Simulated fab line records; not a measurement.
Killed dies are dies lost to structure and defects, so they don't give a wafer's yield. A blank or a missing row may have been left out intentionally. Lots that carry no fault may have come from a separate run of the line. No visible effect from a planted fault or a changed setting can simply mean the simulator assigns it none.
fab line records + flow sky130
record
- lots=7
- wafers=21
- last_day=50
route steps=708 shown VIA4@644 PAD_OPEN@708
lots untouched by any fault: they come from a run of this same line in which no faults occurred
start_h: start of the lot's first displayed wafer, in hours after the record's first day + wait_h: hours elapsed since this lot's preceding step + " the same as in the row above + L1.1+2: one row covering several wafers at once + - no value, or no start was given + * or withheld: withheld + < > ~ a bound
route shown NAME@n: a module of which the file shows steps, and the number in the route of the first + usual: mean and standard deviation over wafers with no fault + same: alike in all rows + chamber/n: place in a boat + sites: each site's reading + _std_site: how widely they spread, as a standard deviation + _edge_site: the outer-site mean with the inner-site mean subtracted + radius_mm: for every site, how far away it sits from the centre of the wafer + mask NAME#n: copy n + behind: tool/chamber where the wafer was last shaped + hold: why the lot was held/for how many hours/how that ended + device: transistor that didn't switch, given as n, p or np + end of line: the tests these same wafers got at the end of their route + where a step has no rows: the recipe by itself + killed: at the first sort, the dies lost to defects and structure; wafer yield is something else + map: per-die view of a wafer (x killed, . not killed, _ where there is no die)
set.NAME: setting as actually run; set.NAME@STEP: the setting as run at that earlier step + model.NAME: the simulator's own value behind a step, which no gauge read
lots seen at some steps along the route; tables by step, rows by wafer
services: from which hour (start_h, from the record's first day; less than 0 if before it) a tool's chamber was out of use, for how many hours, and why
## steps
# step SKY_VIA4_HMDS_05
# recipe
- prime_time_s=60
- prime_temp_c=120
# step SKY_VIA4_COAT_06
# recipe
- resist=NOVOLAK
- spin_rpm=3000
- resist_thk_nm=1140
# step SKY_VIA4_SOFTBAKE_07
# recipe
- temp_c=90
- time_s=60
- resist=NOVOLAK
# step SKY_VIA4_EXPOSE_08
# recipe
- mask_id=VIM4
- na=0.6
- source_shape=conventional
- sigma_outer=0.6
- polarization=unpolarized
- target_cd_nm=800
- dose_mj=132
# step SKY_VIA4_PEB_09
# recipe
- temp_c=withheld
- time_s=*
- resist=NOVOLAK
# step SKY_VIA4_DEVELOP_10
# recipe
- resist=NOVOLAK
- developer=TMAH
- develop_time_s=60
- dev_temp_c=23
# step SKY_VIA4_OVL_MEAS_11
# usual
- VIA4_OVL=0.3/1.6
| lot.wafer | tool       | chamber | start_h | wait_h | VIA4_OVL[nm] |
|-----------|------------|---------|---------|--------|--------------|
| L682.3    | overlay-01 | -       | 1088.26 | 0.1    | -0.3         |
| L682.4    | "          | -       | "       | "      | -1.0         |
| L682.5    | "          | -       | "       | "      | -0.6         |
| L683.3    | overlay-01 | -       | 1093.91 | 0.1    | 2.2          |
| L683.4    | "          | -       | "       | "      | 0.9          |
| L683.5    | "          | -       | "       | "      | 2.4          |
| L686.4    | overlay-02 | -       | 1108.47 | 0.1    | -2.4         |
| L686.5    | "          | -       | "       | "      | -3.1         |
| L686.6    | "          | -       | "       | "      | -2.9         |
| L689.1    | overlay-02 | -       | 1118.84 | 0.1    | -1.4         |
| L689.4    | "          | -       | "       | "      | -2.5         |
| L689.5    | "          | -       | "       | "      | -1.5         |
| L690.1    | overlay-01 | -       | 1119.79 | 0.1    | 0.4          |
| L690.2    | "          | -       | "       | "      | -0.3         |
| L690.4    | "          | -       | "       | "      | -0.3         |
| L691.1    | overlay-02 | -       | 1127.85 | 0.1    | -3.0         |
| L691.4    | "          | -       | "       | "      | -2.5         |
| L691.5    | "          | -       | "       | "      | -0.9         |
| L692.2    | overlay-01 | -       | 1133.46 | 0.1    | 2.2          |
| L692.4    | "          | -       | "       | "      | 1.7          |
| L692.6    | "          | -       | "       | "      | 0.7          |
# step SKY_VIA4_ETCH_12
# recipe
- target=SiO2
- chemistry=C4F8/O2/Ar
- stop_on=TiN
- mask_material=NOVOLAK
- source_w=1500
- bias_w=1200
- pressure_mtorr=40
- c4f8_flow_sccm=withheld
- O2_flow_sccm=6
- Ar_flow_sccm=300
- time_s=withheld
- target_depth_a=5800
# usual
- oes_product_au=0.926/0.0046
| lot.wafer | tool        | chamber | start_h | wait_h | oes_product_au |
|-----------|-------------|---------|---------|--------|----------------|
| L682.3    | rie_diel-03 | 0       | 1088.29 | 0.0    | 0.920          |
| L682.4    | "           | 3       | "       | "      | 0.928          |
| L682.5    | "           | 0       | "       | "      | 0.930          |
| L683.3    | rie_diel-02 | 2       | 1093.94 | 0.0    | 0.928          |
| L683.4    | "           | 1       | "       | "      | 0.925          |
| L683.5    | "           | 0       | "       | "      | 0.924          |
| L686.4    | rie_diel-02 | 0       | 1108.52 | 0.0    | 0.921          |
| L686.5    | "           | 2       | "       | "      | 0.923          |
| L686.6    | "           | 3       | "       | "      | 0.919          |
| L689.1    | rie_diel-04 | 0       | 1118.87 | 0.0    | 0.918          |
| L689.4    | "           | 2       | "       | "      | 0.928          |
| L689.5    | "           | 3       | "       | "      | 0.921          |
| L690.1    | rie_diel-03 | 2       | 1119.82 | 0.0    | 0.922          |
| L690.2    | "           | 1       | "       | "      | 0.918          |
| L690.4    | "           | 3       | "       | "      | 0.933          |
| L691.1    | rie_diel-02 | 3       | 1127.89 | 0.0    | 0.928          |
| L691.4    | "           | 3       | "       | "      | 0.924          |
| L691.5    | "           | 0       | "       | "      | 0.928          |
| L692.2    | rie_diel-02 | 1       | 1133.49 | 0.0    | 0.926          |
| L692.4    | "           | 2       | "       | "      | 0.923          |
| L692.6    | "           | 3       | "       | "      | 0.925          |
# step SKY_VIA4_STRIP_13
# recipe
- chemistry=O2/N2
- power_w=1400
- pressure_mtorr=1500
- platen_temp_c=withheld
- o2_flow_sccm=3000
- n2_flow_sccm=300
- overash_fraction=0.5
# usual
- drypump_motor_current_A=5.6/0.35
- oes_product_au=0.709/0.0044
- strip_time_to_endpoint_s=12.80/0.034
| lot.wafer | tool            | chamber | start_h | wait_h | drypump_motor_current_A | oes_product_au | rf_hours_counter_h | strip_time_to_endpoint_s |
|-----------|-----------------|---------|---------|--------|-------------------------|----------------|--------------------|--------------------------|
| L682.3    | plasma_asher-04 | 1       | 1088.39 | -      | 5.3                     | 0.725          | -                  | 12.88                    |
| L682.4    | "               | 0       | "       | "      | 5.8                     | 0.705          | -                  | 12.83                    |
| L682.5    | "               | 0       | "       | "      | 5.8                     | 0.705          | -                  | 12.89                    |
| L683.3    | plasma_asher-03 | 0       | 1094.04 | -      | 5.0                     | 0.704          | -                  | 12.78                    |
| L683.4    | "               | 1       | "       | "      | 5.8                     | 0.707          | -                  | 12.79                    |
| L683.5    | "               | 0       | "       | "      | 5.0                     | 0.699          | -                  | 12.82                    |
| L686.4    | plasma_asher-04 | 1       | 1108.59 | -      | 5.3                     | 0.714          | -                  | 12.79                    |
| L686.5    | "               | 0       | "       | "      | 5.8                     | 0.711          | -                  | 12.82                    |
| L686.6    | "               | 1       | "       | "      | 5.3                     | 0.713          | -                  | 12.83                    |
| L689.1    | plasma_asher-04 | 1       | 1118.95 | -      | 5.4                     | 0.712          | 98                 | 12.77                    |
| L689.4    | "               | 0       | "       | "      | 5.8                     | 0.703          | -                  | 12.86                    |
| L689.5    | "               | 1       | "       | "      | 5.3                     | 0.716          | -                  | 12.79                    |
| L690.1    | plasma_asher-01 | 0       | 1119.90 | -      | 5.7                     | 0.701          | 37                 | 12.80                    |
| L690.2    | "               | 1       | "       | "      | 6.2                     | 0.704          | 37                 | 12.81                    |
| L690.4    | "               | 1       | "       | "      | 6.2                     | 0.703          | -                  | 12.83                    |
| L691.1    | plasma_asher-01 | 0       | 1127.96 | -      | 5.7                     | 0.717          | 38                 | 12.80                    |
| L691.4    | "               | 1       | "       | "      | 6.2                     | 0.708          | -                  | 12.81                    |
| L691.5    | "               | 1       | "       | "      | 6.1                     | 0.711          | -                  | 12.81                    |
| L692.2    | plasma_asher-01 | 0       | 1133.56 | -      | 5.7                     | 0.709          | 38                 | 12.83                    |
| L692.4    | "               | 0       | "       | "      | 5.7                     | 0.714          | -                  | 12.83                    |
| L692.6    | "               | 0       | "       | "      | 5.7                     | 0.704          | -                  | 12.78                    |
# step SKY_VIA4_STRIP_14
# recipe
- chemistry=post_etch_residue_remover
- time_s=1200
- temp_c=72.5
# step SKY_VIA4_CLEAN_15
# recipe
- chemistry=IPA
- time_s=180
- temp_c=25
# step SKY_VIA4_CLEAN_16
# recipe
- chemistry=O3/DIW
- dry=n2_spin
# step SKY_VIA4_SPUTTER_17
# recipe
- material=TiN
- target_thk_nm=20
- chamber_pressure_pa=5
- power_w=4000
- time_s=80
# usual
- throttle_valve_pct=29.9/1.3
| lot.wafer | tool           | chamber | start_h | wait_h | throttle_valve_pct | model.TiN_of_VIA4_SPUTTER_17.thk_nm |
|-----------|----------------|---------|---------|--------|--------------------|-------------------------------------|
| L682.3    | pvd_sputter-04 | -       | 1089.44 | 0.0    | 28.5               | 20                                  |
| L682.4    | "              | -       | "       | "      | 28.6               | 20.11                               |
| L682.5    | "              | -       | "       | "      | 32.2               | 19.99                               |
| L683.3    | pvd_sputter-04 | -       | 1094.60 | 0.0    | 28.9               | 20.24                               |
| L683.4    | "              | -       | "       | "      | 32.0               | 20.23                               |
| L683.5    | "              | -       | "       | "      | 29.1               | 20.32                               |
| L686.4    | pvd_sputter-04 | -       | 1109.60 | 0.0    | 28.5               | 19.8                                |
| L686.5    | "              | -       | "       | "      | 28.5               | 20.24                               |
| L686.6    | "              | -       | "       | "      | 28.1               | 25.78                               |
| L689.1    | pvd_sputter-01 | -       | 1119.68 | 0.0    | 30.5               | 19.58                               |
| L689.4    | "              | -       | "       | "      | 28.6               | 19.79                               |
| L689.5    | "              | -       | "       | "      | 28.6               | 19.67                               |
| L690.1    | pvd_sputter-01 | -       | 1120.49 | 0.0    | 31.4               | 19.97                               |
| L690.2    | "              | -       | "       | "      | 30.5               | 19.84                               |
| L690.4    | "              | -       | "       | "      | 28.4               | 19.91                               |
| L691.1    | pvd_sputter-04 | -       | 1128.57 | 0.0    | 28.8               | 25.68                               |
| L691.4    | "              | -       | "       | "      | 28.3               | 19.65                               |
| L691.5    | "              | -       | "       | "      | 28.7               | 19.83                               |
| L692.2    | pvd_sputter-04 | -       | 1134.29 | 0.0    | 28.8               | 19.78                               |
| L692.4    | "              | -       | "       | "      | 31.9               | 19.74                               |
| L692.6    | "              | -       | "       | "      | 28.5               | 25.8                                |
# step SKY_VIA4_CVD_18
# recipe
- material=W
- target_thk_nm=505
- time_s=152.14
- temp_c=400
- pressure_torr=40
# usual
- heater_power_w=839/37
| lot.wafer | tool     | chamber | start_h | wait_h | heater_power_w |
|-----------|----------|---------|---------|--------|----------------|
| L682.3    | cvd_w-02 | 1       | 1089.56 | 0.1    | 818            |
| L682.4    | "        | 0       | "       | "      | 810            |
| L682.5    | "        | 0       | "       | "      | 810            |
| L683.3    | cvd_w-01 | 1       | 1094.71 | 0.1    | 923            |
| L683.4    | "        | 0       | "       | "      | 819            |
| L683.5    | "        | 1       | "       | "      | 882            |
| L686.4    | cvd_w-02 | 0       | 1109.71 | 0.1    | 806            |
| L686.5    | "        | 0       | "       | "      | 804            |
| L686.6    | "        | 1       | "       | "      | 859            |
| L689.1    | cvd_w-01 | 0       | 1119.74 | 0.0    | 833            |
| L689.4    | "        | 0       | "       | "      | 826            |
| L689.5    | "        | 0       | "       | "      | 828            |
| L690.1    | cvd_w-02 | 1       | 1120.55 | 0.0    | 811            |
| L690.2    | "        | 0       | "       | "      | 807            |
| L690.4    | "        | 0       | "       | "      | 816            |
| L691.1    | cvd_w-01 | 0       | 1128.63 | 0.0    | 787            |
| L691.4    | "        | 0       | "       | "      | 836            |
| L691.5    | "        | 1       | "       | "      | 907            |
| L692.2    | cvd_w-02 | 1       | 1134.35 | 0.0    | 835            |
| L692.4    | "        | 1       | "       | "      | 815            |
| L692.6    | "        | 1       | "       | "      | 832            |
# step SKY_PAD_OPEN_PROBE_99
# usual
- defect_limited_yield=82.5/1.9
- killed_at_M0_to_M3=43/6.8
- killed_at_M4_up=3.2/1.8
- killed_at_contacts=24/6.2
- killed_at_front_end=15/4.7
- killed_at_other=0.4/0.63
- killed_dies=86/9.6
- killed_on_rim=17/3.9
- killed_open=47/6.9
- killed_short=39/6.3
- sort_bin_3_pad_short=0.9/0.46
- sort_bin_5_function=10.5/1.5
- sort_bin_6_memory=6.1/1.1
- sort_n_pass=406/9.6
- sort_yield_pct=82.5/1.9
# same
- gross_dies=492
- killed_at_back_side=0
- sort_bin_4_leakage[%]=0
- sort_bin_8_speed[%]=0
| lot.wafer | tool      | chamber | start_h | wait_h | defect_limited_yield[%] | killed_at_M0_to_M3 | killed_at_M4_up | killed_at_contacts | killed_at_front_end | killed_at_other | killed_dies | killed_on_rim | killed_open | killed_short | sort_bin_3_pad_short[%] | sort_bin_5_function[%] | sort_bin_6_memory[%] | sort_n_pass | sort_yield_pct[%] |
|-----------|-----------|---------|---------|--------|-------------------------|--------------------|-----------------|--------------------|---------------------|-----------------|-------------|---------------|-------------|--------------|-------------------------|------------------------|----------------------|-------------|-------------------|
| L682.3    | prober-01 | -       | 1153.35 | 0.2    | 79.7                    | 57                 | 6               | 21                 | 15                  | 1               | 100         | 15            | 56          | 44           | 0.8                     | 11.6                   | 7.9                  | 392         | 79.7              |
| L682.4    | prober-01 | -       | 1153.40 | 0.2    | 85.0                    | 40                 | 1               | 28                 | 5                   | 0               | 74          | 10            | 46          | 28           | 1.0                     | 8.1                    | 5.9                  | 418         | 85.0              |
| L682.5    | prober-01 | -       | 1153.45 | 0.2    | 83.9                    | 40                 | 5               | 21                 | 13                  | 0               | 79          | 14            | 39          | 38           | 1.0                     | 9.1                    | 5.9                  | 413         | 83.9              |
| L683.3    | prober-02 | -       | 1156.96 | 0.2    | 79.7                    | 36                 | 4               | 38                 | 22                  | 0               | 100         | 18            | 49          | 51           | 1.4                     | 11.6                   | 7.3                  | 392         | 79.7              |
| L683.4    | prober-02 | -       | 1157.01 | 0.2    | 80.3                    | 49                 | 3               | 32                 | 13                  | 0               | 97          | 19            | 54          | 43           | 1.6                     | 11.6                   | 6.5                  | 395         | 80.3              |
| L683.5    | prober-02 | -       | 1157.06 | 0.2    | 83.5                    | 37                 | 4               | 22                 | 18                  | 0               | 81          | 16            | 38          | 43           | 0.2                     | 9.8                    | 6.5                  | 411         | 83.5              |
| L690.1    | prober-01 | -       | 1178.86 | 0.1    | 84.1                    | 43                 | 1               | 18                 | 15                  | 1               | 78          | 14            | 41          | 37           | 0.2                     | 10.4                   | 5.3                  | 414         | 84.1              |
| L690.2    | prober-01 | -       | 1178.91 | 0.1    | 81.5                    | 45                 | 5               | 22                 | 19                  | 0               | 91          | 20            | 51          | 39           | 1.0                     | 10.0                   | 7.5                  | 401         | 81.5              |
| L690.4    | prober-01 | -       | 1179.01 | 0.2    | 83.1                    | 47                 | 3               | 21                 | 12                  | 0               | 83          | 14            | 46          | 36           | 0.8                     | 9.8                    | 6.3                  | 409         | 83.1              |
| L692.2    | prober-01 | -       | 1191.78 | 0.1    | 81.1                    | 43                 | 5               | 27                 | 18                  | 0               | 93          | 16            | 54          | 38           | 0.8                     | 12.6                   | 5.5                  | 399         | 81.1              |
| L692.4    | prober-01 | -       | 1191.88 | 0.2    | 81.3                    | 43                 | 2               | 22                 | 24                  | 1               | 92          | 16            | 61          | 30           | 0.4                     | 11.8                   | 6.5                  | 400         | 81.3              |
| L692.6    | prober-01 | -       | 1191.98 | 0.2    | 85.8                    | 31                 | 2               | 20                 | 17                  | 0               | 70          | 15            | 42          | 28           | 0.2                     | 10.0                   | 4.1                  | 422         | 85.8              |
# killed by level:class
L682.3 CONTACT:geometric_particle:open=12 VIA3:geometric_particle:open=8 VIA2:geometric_particle:open=8 VIA1:geometric_particle:open=7 METAL2:geometric_particle:short=6 POLY_GATE:geometric_particle:open=5 VIA2:geometric_particle:short=5 METAL3:geometric_particle:short=5
L682.4 VIA1:geometric_particle:open=13 LI_CONTACT:geometric_particle:open=12 CONTACT:geometric_particle:open=9 METAL1:geometric_particle:short=7 METAL2:geometric_particle:short=4 LOCAL_INTERCONNECT:geometric_particle:short=3 CONTACT:geometric_particle:short=3 VIA3:geometric_particle:open=3
L682.5 VIA1:geometric_particle:open=8 LI_CONTACT:geometric_particle:open=7 VIA2:geometric_particle:open=7 CONTACT:geometric_particle:open=6 VIA3:geometric_particle:open=6 POLY_GATE:geometric_particle:short=5 CONTACT:geometric_particle:short=5 METAL2:geometric_particle:short=5
L683.3 CONTACT:geometric_particle:short=15 CONTACT:geometric_particle:open=12 POLY_GATE:geometric_particle:short=9 LI_CONTACT:geometric_particle:open=8 VIA1:geometric_particle:open=8 METAL1:geometric_particle:short=4 VIA1:geometric_particle:short=4 VIA3:geometric_particle:open=4
L683.4 VIA1:geometric_particle:open=19 CONTACT:geometric_particle:open=11 METAL2:geometric_particle:short=9 LI_CONTACT:geometric_particle:open=8 LOCAL_INTERCONNECT:geometric_particle:short=6 VIA2:geometric_particle:open=5 CONTACT:geometric_particle:short=4 VIA1:geometric_particle:short=4
L683.5 CONTACT:geometric_particle:open=11 POLY_GATE:geometric_particle:short=7 VIA1:geometric_particle:short=6 VIA1:geometric_particle:open=5 VIA3:geometric_particle:short=5 VIA2:geometric_particle:open=4 METAL2:geometric_particle:short=4 FIELD_ISO:geometric_particle:short=3
L690.1 VIA1:geometric_particle:open=9 VIA2:geometric_particle:open=7 LI_CONTACT:geometric_particle:open=6 VIA1:geometric_particle:short=6 LOCAL_INTERCONNECT:geometric_particle:short=5 CONTACT:geometric_particle:open=5 VIA2:geometric_particle:short=5 METAL1:geometric_particle:short=5
L690.2 CONTACT:geometric_particle:open=12 VIA2:geometric_particle:open=9 VIA3:geometric_particle:open=8 VIA1:geometric_particle:open=6 FIELD_ISO:geometric_particle:short=5 VIA1:geometric_particle:short=5 POLY_GATE:geometric_particle:short=4 LI_CONTACT:geometric_particle:open=4
L690.4 VIA1:geometric_particle:open=9 VIA3:geometric_particle:open=8 CONTACT:geometric_particle:open=7 LI_CONTACT:geometric_particle:open=6 METAL1:geometric_particle:short=6 CONTACT:geometric_particle:short=5 METAL2:geometric_particle:short=5 VIA2:geometric_particle:open=5
L692.2 VIA1:geometric_particle:open=11 CONTACT:geometric_particle:open=9 LI_CONTACT:geometric_particle:open=8 VIA3:geometric_particle:open=7 METAL2:geometric_particle:short=6 FIELD_ISO:geometric_particle:short=4 FIELD_ISO:geometric_particle:open=4 POLY_GATE:geometric_particle:open=4
L692.4 VIA2:geometric_particle:open=11 VIA1:geometric_particle:open=11 FIELD_ISO:geometric_particle:open=9 CONTACT:geometric_particle:open=9 VIA3:geometric_particle:open=9 LI_CONTACT:geometric_particle:open=6 FIELD_ISO:geometric_particle:short=5 POLY_GATE:geometric_particle:open=4
L692.6 VIA1:geometric_particle:open=10 VIA3:geometric_particle:open=6 LI_CONTACT:geometric_particle:open=6 CONTACT:geometric_particle:open=6 FIELD_ISO:geometric_particle:short=4 FIELD_ISO:geometric_particle:open=4 POLY_GATE:geometric_particle:open=4 POLY_GATE:geometric_particle:short=4
## services
| tool            | chamber | start_h | hours | kind           |
|-----------------|---------|---------|-------|----------------|
| plasma_asher-01 | -       | 1069.00 | 4.1   | repair         |
| rie_diel-02     | 1       | 1088.39 | 2.7   | repair         |
| rie_diel-02     | 1       | 1097.57 | -     | clean          |
| rie_diel-02     | 1       | 1097.57 | 34.6  | scheduled_down |
| rie_diel-02     | 1       | 1097.57 | 34.6  | vent_cycle     |
| rie_diel-04     | 3       | 1107.26 | 4.7   | repair         |
| cvd_w-02        | -       | 1113.31 | 0.5   | repair         |
| rie_diel-03     | 2       | 1121.27 | 5.4   | repair         |
| plasma_asher-01 | -       | 1130.91 | 1.2   | repair         |
## key
first_sign none at tools or gauges
model_effect
- step=SKY_VIA4_SPUTTER_17
- value=TiN_of_VIA4_SPUTTER_17.thk_nm
- without=19.85
- struck=25.75
met_at SKY_VIA4_SPUTTER_17
struck_wafers L686.6,L691.1,L692.6
onset_between 1094.60 1109.60
fault
- kind=process_parameter_drift
- tool=pvd_sputter-04
- chamber=-
- onset_h=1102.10
- steps=SKY_VIA4_SPUTTER_17
- channel=time_s
- offset=*
- shape=step
- end_h=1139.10
- scope=struck_wafers_only
- acts_in=*
- stated=*
